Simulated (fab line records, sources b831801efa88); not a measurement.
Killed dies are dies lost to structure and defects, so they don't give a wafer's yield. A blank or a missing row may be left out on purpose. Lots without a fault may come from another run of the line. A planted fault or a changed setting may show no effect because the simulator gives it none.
fab line records | flow sfq_line
record lots=7 wafers=21 last_day=85
route steps=325 shown M2@94 I2@103
lots that met no fault: from a run of the same line without faults
start_h: hours from the record's first day to the start of the lot's first wafer shown | wait_h: hours since the lot's step before | " the same as in the row above | L1.1+2: a row that stands for several wafers | - no value, or no start given | * or withheld: withheld | < > ~ a bound
route shown NAME@n: a module of which the file shows steps, and the number in the route of the first | usual: mean/standard deviation of fault-free wafers | same: alike in all rows | chamber/n: place in a boat | sites: the reading at each site | _std_site: their standard deviation | _edge_site: outer sites' mean less inner sites' | radius_mm: how far each site lies from the wafer's centre | mask NAME#n: copy n | behind: the tool/chamber that last shaped the wafer | hold: why the lot was held/for how many hours/how that ended | device: the transistor (n, p or np) that didn't switch | end of line: the same wafers' tests at the end of the route | a step without rows: its recipe alone | killed: dies lost to structure and defects at the first sort, not the wafer's yield | map: a wafer's dies, x killed, . not, _ none there
set.NAME: the setting as run; set.NAME@STEP: as run at that earlier step | model.NAME: the simulator's own value behind a step, which no gauge read
lots at some steps of the route; a table a step, a row a wafer
services: from which hour (start_h, from the record's first day; less than 0 if before it) a tool's chamber was out of use, for how many hours, and why
## steps
# step SFQ_TRILAYER_M2_LITHO_SOFTBAKE_061
# recipe temp_c=withheld time_s=withheld resist=KrF
# step SFQ_TRILAYER_M2_LITHO_EXPOSE_058
# recipe mask_id=M2 na=0.6 source_shape=conventional sigma_outer=0.65 target_cd_nm=500 dose_mj=14.4
# step SFQ_TRILAYER_M2_LITHO_PEB_060
# recipe peb_temp_c=115 peb_time_s=60 resist=KrF
# step SFQ_TRILAYER_M2_LITHO_DEVELOP_059
# recipe time_s=60 resist=KrF
# step SFQ_M2_OVL_MEAS_916
# usual M2_OVL=-2/5.8
# columns lot.wafer tool chamber start_h wait_h M2_OVL[nm]
L491.1 overlay-01 - 667.26 0.1 3
L491.3 " - " " 0
L491.6 " - " " 5
L500.1 overlay-01 - 774.28 0.1 1
L500.4 " - " " -5
L500.6 " - " " -4
L502.2 overlay-02 - 799.48 0.1 -9
L502.4 " - " " -10
L502.5 " - " " -12
L503.3 overlay-02 - 940.42 0.1 -5
L503.5 " - " " -7
L503.6 " - " " 1
L505.1 overlay-02 - 971.93 0.1 15
L505.5 " - " " 12
L505.6 " - " " 10
L512.4 overlay-02 - 1037.28 0.1 4
L512.5 " - " " -4
L512.6 " - " " 3
L513.1 overlay-01 - 1051.66 0.1 -2
L513.3 " - " " -2
L513.4 " - " " -3
# step SFQ_TRILAYER_M2_BARC_OPEN_METAL_ETCH_077
# recipe mask_material=PR chemistry=O2 target_depth_nm=125 target=BARC icp_w=600 bias_w=80 pressure_mtorr=10 time_s=41.7
# usual chamber_pressure_mTorr=10.000/0.0092 drypump_motor_current_A=5.90/0.29 oes_product_au=0.685/0.0053
# columns lot.wafer tool chamber start_h wait_h chamber_pressure_mTorr drypump_motor_current_A oes_product_au rf_hours_counter_h
L491.1 rie_metal-01 0 667.29 0.0 9.995 5.65 0.677 17
L491.3 " 0 " " 10.004 5.63 0.679 -
L491.6 " 0 " " 10.009 5.64 0.688 -
L500.1 rie_metal-03 0 774.32 0.0 10.005 5.58 0.678 79
L500.4 " 1 " " 9.999 6.13 0.681 -
L500.6 " 1 " " 10.019 6.12 0.686 -
L502.2 rie_metal-03 1 799.51 0.0 10.018 6.12 0.693 63
L502.4 " 1 " " 9.995 6.12 0.692 -
L502.5 " 0 " " 9.996 5.57 0.674 -
L503.3 rie_metal-03 1 940.46 0.0 10.002 6.10 0.680 -
L503.5 " 1 " " 9.995 6.09 0.685 -
L503.6 " 0 " " 10.005 5.57 0.689 -
L505.1 rie_metal-03 1 971.96 0.0 10.018 6.10 0.698 91
L505.5 " 1 " " 9.990 6.11 0.691 -
L505.6 " 0 " " 10.012 5.60 0.686 -
L512.4 rie_metal-02 1 1037.32 0.0 10.006 6.52 0.687 -
L512.5 " 1 " " 10.015 6.50 0.680 -
L512.6 " 0 " " 10.011 5.61 0.689 -
L513.1 rie_metal-03 1 1051.70 0.0 10.007 6.13 0.686 110
L513.3 " 0 " " 10.007 5.54 0.691 -
L513.4 " 1 " " 9.999 6.13 0.685 -
# step SFQ_TRILAYER_M2_ETCH_METAL_ETCH_060
# recipe target=Nb stop_on=SiO2 mask_material=PR chemistry=Cl2/Ar target_depth_nm=240 icp_w=600 bias_w=80 pressure_mtorr=10 time_s=120
# usual chamber_pressure_mTorr=10.000/0.0096 drypump_motor_current_A=5.90/0.29 oes_product_au=0.895/0.0077
# columns lot.wafer tool chamber start_h wait_h chamber_pressure_mTorr drypump_motor_current_A oes_product_au rf_hours_counter_h
L491.1 rie_metal-01 0 667.35 0.0 10.017 5.67 0.899 17
L491.3 " 0 " " 9.985 5.69 0.898 -
L491.6 " 0 " " 9.998 5.65 0.895 -
L500.1 rie_metal-03 0 774.38 0.0 9.983 5.57 0.894 79
L500.4 " 1 " " 10.006 6.12 0.874 -
L500.6 " 1 " " 9.989 6.07 0.891 -
L502.2 rie_metal-03 1 799.57 0.0 10.011 6.12 0.872 63
L502.4 " 1 " " 9.986 6.09 0.886 -
L502.5 " 0 " " 9.992 5.55 0.886 -
L503.3 rie_metal-03 1 940.54 0.1 9.993 6.08 0.899 -
L503.5 " 1 " " 10.018 6.10 0.888 -
L503.6 " 0 " " 9.986 5.56 0.888 -
L505.1 rie_metal-03 1 972.02 0.0 9.998 6.12 0.899 91
L505.5 " 1 " " 10.016 6.11 0.900 -
L505.6 " 0 " " 10.004 5.56 0.899 -
L512.4 rie_metal-02 1 1037.40 0.1 10.014 6.50 0.896 -
L512.5 " 1 " " 10.003 6.51 0.906 -
L512.6 " 0 " " 10.001 5.59 0.891 -
L513.1 rie_metal-03 1 1051.76 0.0 9.996 6.05 0.900 110
L513.3 " 0 " " 10.003 5.58 0.900 -
L513.4 " 1 " " 10.001 6.06 0.894 -
# step SFQ_TRILAYER_M2_STRIP_STRIP_061
# recipe gas=O2 power_w=200 platen_temp_c=40 overash_fraction=0.65 chemistry=O2 pressure_mtorr=50
# usual chamber_pressure_mTorr=50.00/0.047 drypump_motor_current_A=5.90/0.29 oes_product_au=1.001/0.0068
# columns lot.wafer tool chamber start_h wait_h chamber_pressure_mTorr drypump_motor_current_A oes_product_au rf_hours_counter_h
L491.1 rie_metal-01 0 667.48 0.1 50.02 5.70 0.999 17
L491.3 " 0 " " 50.00 5.65 0.998 -
L491.6 " 0 " " 50.04 5.69 0.999 -
L500.1 rie_metal-03 0 774.50 0.1 50.04 5.57 1.011 79
L500.4 " 1 " " 50.05 6.03 1.006 -
L500.6 " 1 " " 49.88 6.06 1.002 -
L502.2 rie_metal-03 1 799.69 0.1 50.07 6.13 0.992 63
L502.4 " 1 " " 50.06 6.10 0.991 -
L502.5 " 0 " " 50.06 5.57 1.016 -
L503.3 rie_metal-03 1 940.82 0.2 49.97 6.07 1.000 -
L503.5 " 1 " " 50.01 6.11 1.006 -
L503.6 " 0 " " 49.99 5.59 0.999 -
L505.1 rie_metal-03 1 972.15 0.1 49.93 6.07 0.985 91
L505.5 " 1 " " 49.99 6.10 0.997 -
L505.6 " 0 " " 49.99 5.58 1.000 -
L512.4 rie_metal-02 1 1037.68 0.2 49.96 6.53 1.009 -
L512.5 " 1 " " 50.06 6.51 1.004 -
L512.6 " 0 " " 50.01 5.60 1.001 -
L513.1 rie_metal-03 1 1051.88 0.1 49.96 6.06 1.004 111
L513.3 " 0 " " 50.00 5.56 1.013 -
L513.4 " 1 " " 49.96 6.08 1.006 -
# step SFQ_TRILAYER_M2_STRIP_SOLV_CLEAN_062
# recipe chemistry=NMP temp_c=70 time_s=600
# step SFQ_TRILAYER_I2_DEP_PECVD_063
# recipe material=SiO2 temp_c=150 time_s=111.11 pressure_torr=2.4 rf_w=183.3 precursor=SiH4/N2O target_thk_nm=500
# usual heater_power_w=82/13 throttle_valve_pct=24.6/1
# columns lot.wafer tool chamber start_h wait_h heater_power_w throttle_valve_pct
L491.1 pecvd-01 0 668.25 0.0 67 25.2
L491.3 " 1 " " 100 24.1
L491.6 " 1 " " 110 23.9
L500.1 pecvd-04 2 775.28 0.0 84 24.1
L500.4 " 2 " " 86 24.0
L500.6 " 0 " " 91 23.8
L502.2 pecvd-04 2 800.48 0.0 76 24.3
L502.4 " 0 " " 92 23.6
L502.5 " 2 " " 81 24.3
L503.3 pecvd-04 1 941.40 0.0 74 25.8
L503.5 " 1 " " 77 25.9
L503.6 " 0 " " 84 24.0
L505.1 pecvd-03 1 972.92 0.0 86 25.1
L505.5 " 1 " " 85 25.1
L505.6 " 2 " " 95 24.0
L512.4 pecvd-01 2 1038.31 0.0 85 24.3
L512.5 " 1 " " 107 22.5
L512.6 " 0 " " 61 22.6
L513.1 pecvd-03 2 1052.66 0.0 88 24.3
L513.3 " 0 " " 65 25.4
L513.4 " 2 " " 91 24.4
# step SFQ_TRILAYER_I2_CMP_CMP_064
# recipe material=SiO2 down_force_psi=3 platen_rpm=60 pad_velocity_m_s=0.94248
# usual motor_current_A=10.3/1.1 platen_rpm=60.01/0.043 retaining_ring_pressure_frac=1.000/0.0055 slurry_filter_dp_kPa=13.52/0.13 time_to_endpoint_s=215/7.8
# columns lot.wafer tool chamber start_h wait_h motor_current_A platen_rpm retaining_ring_pressure_frac slurry_filter_dp_kPa time_to_endpoint_s
L491.3 cmp-02 2 683.15 14.9 10.9 60.02 1.004 13.82 218
L491.1 " 1 684.65 16.4 9.9 59.95 1.000 13.41 213
L491.6 " 2 " " 10.6 60.07 0.999 13.39 212
L500.4 cmp-01 1 820.38 45.0 11.8 60.01 0.998 13.25 225
L500.1 " 3 821.38 46.1 10.9 60.11 0.997 13.44 223
L500.6 " 2 822.88 47.5 11.0 60.04 0.992 13.74 229
L502.2 cmp-01 3 851.38 50.9 11.1 59.97 1.002 13.36 215
L502.4 " 0 " " 9.5 60.04 1.008 13.73 228
L502.5 " 1 " " 11.5 60.08 1.001 13.57 229
L503.3 cmp-01 3 950.88 9.4 11.3 59.94 0.998 13.55 217
L503.5 " 2 952.38 10.9 11.0 60.02 1.001 13.72 217
L503.6 " 3 " " 11.0 59.97 0.997 13.33 223
L505.1 cmp-02 0 979.09 6.1 9.7 60.02 0.989 13.43 206
L505.6 " 0 981.09 8.1 9.8 60.04 0.999 13.61 203
L505.5 " 1 " " 9.8 59.97 0.994 13.40 218
L512.4 cmp-01 1 1039.23 0.9 12.1 60.01 1.001 13.57 217
L512.6 " 1 1041.23 2.9 12.7 59.99 1.001 13.49 220
L512.5 " 2 " " 11.6 59.99 0.983 13.60 213
L513.1 cmp-01 2 1054.23 1.5 10.9 60.04 1.000 13.50 210
L513.3 " 3 " " 10.9 60.09 0.995 13.34 207
L513.4 " 0 " " 9.3 59.94 1.005 13.39 214
# step SFQ_I2_BOW_MEAS_917
# recipe mode=bow
# usual I2_BOW=2/8
# columns lot.wafer tool chamber start_h wait_h I2_BOW[um]
L491.1 film_metro-03 - 686.15 1.0 -4
L491.3 " - " " 1
L491.6 " - " " 5
L500.1 film_metro-02 - 823.38 1.5 1
L500.4 " - " " 0
L500.6 " - " " 2
L502.2 film_metro-02 - 853.40 1.5 4
L502.4 " - " " 3
L502.5 " - " " -8
L503.3 film_metro-02 - 953.42 2.0 -9
L503.5 " - " " 6
L503.6 " - " " 14
L505.1 film_metro-01 - 982.09 2.5 6
L505.5 " - " " 8
L505.6 " - " " -12
L512.4 film_metro-01 - 1042.29 2.6 4
L512.5 " - " " -9
L512.6 " - " " -9
L513.1 film_metro-01 - 1057.23 2.5 3
L513.3 " - " " 1
L513.4 " - " " 2
# step SFQ_TRILAYER_I2_METRO_MEASURE_065
# usual thk_nm=199.9/0.97
# columns lot.wafer tool chamber start_h wait_h thk_nm
L491.1 film_metro-03 - 686.27 0.1 201.2
L491.3 " - " " 199.0
L491.6 " - " " 200.2
L500.1 film_metro-02 - 823.50 0.1 204.6
L500.4 " - " " 204.9
L500.6 " - " " 203.9
L502.2 film_metro-02 - 853.70 0.3 203.6
L502.4 " - " " 204.5
L502.5 " - " " 204.4
L503.3 film_metro-02 - 953.90 0.5 205.1
L503.5 " - " " 204.7
L503.6 " - " " 204.9
L505.1 film_metro-01 - 982.21 0.1 198.7
L505.5 " - " " 201.8
L505.6 " - " " 199.1
L512.4 film_metro-01 - 1042.95 0.6 198.8
L512.5 " - " " 198.6
L512.6 " - " " 198.8
L513.1 film_metro-01 - 1057.35 0.1 201.0
L513.3 " - " " 199.5
L513.4 " - " " 199.8
# step SFQ_TRILAYER_I2_VIA_LITHO_COAT_072
# recipe resist=BARC spin_rpm=3000 resist_thk_nm=62
## services
# columns tool chamber start_h hours kind
film_metro-02 - 648.27 4.1 pm
rie_metal-03 1 659.17 1.6 repair
cmp-01 - 659.41 4.1 pm
cmp-01 - 666.40 1.4 repair
cmp-01 - 673.48 1.2 repair
rie_metal-03 0 688.31 6.8 repair
cmp-01 - 704.66 1.5 repair
film_metro-02 - 711.30 9.1 repair
film_metro-01 - 731.47 0.6 pm
rie_metal-02 - 738.85 1.7 repair
film_metro-02 - 741.68 0.7 pm
rie_metal-01 - 752.54 0.2 repair
rie_metal-01 1 758.46 3.1 repair
film_metro-01 - 773.52 1.4 pm
pecvd-04 - 776.58 12.1 repair
film_metro-02 - 784.03 1.3 pm
film_metro-02 - 795.53 1.3 pm
cmp-01 - 803.76 4.6 repair
cmp-01 - 916.38 4.0 pm
cmp-01 - 973.76 0.7 repair
cmp-01 - 977.41 4.8 pm
rie_metal-03 - 994.66 2.8 pm
rie_metal-03 0 1009.15 10.0 repair
cmp-01 - 1019.66 6.0 repair
## key
first_sign step=SFQ_TRILAYER_I2_METRO_MEASURE_065 reading=thk_nm direction=up sigmas=4.8 usual=199.9 struck=204.5
effect none on later readings
met_at SFQ_TRILAYER_I2_METRO_MEASURE_065
struck_wafers L500.1,L500.4,L500.6,L502.2,L502.4,L502.5,L503.3,L503.5,L503.6
also_fits SFQ_TRILAYER_I2_DEP_PECVD_063:pecvd-04
fault kind=metrology_matching_offset tool=film_metro-02 chamber=- onset_h=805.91 steps=SFQ_TRILAYER_I2_METRO_MEASURE_065 param=thk_nm offset=3.4504
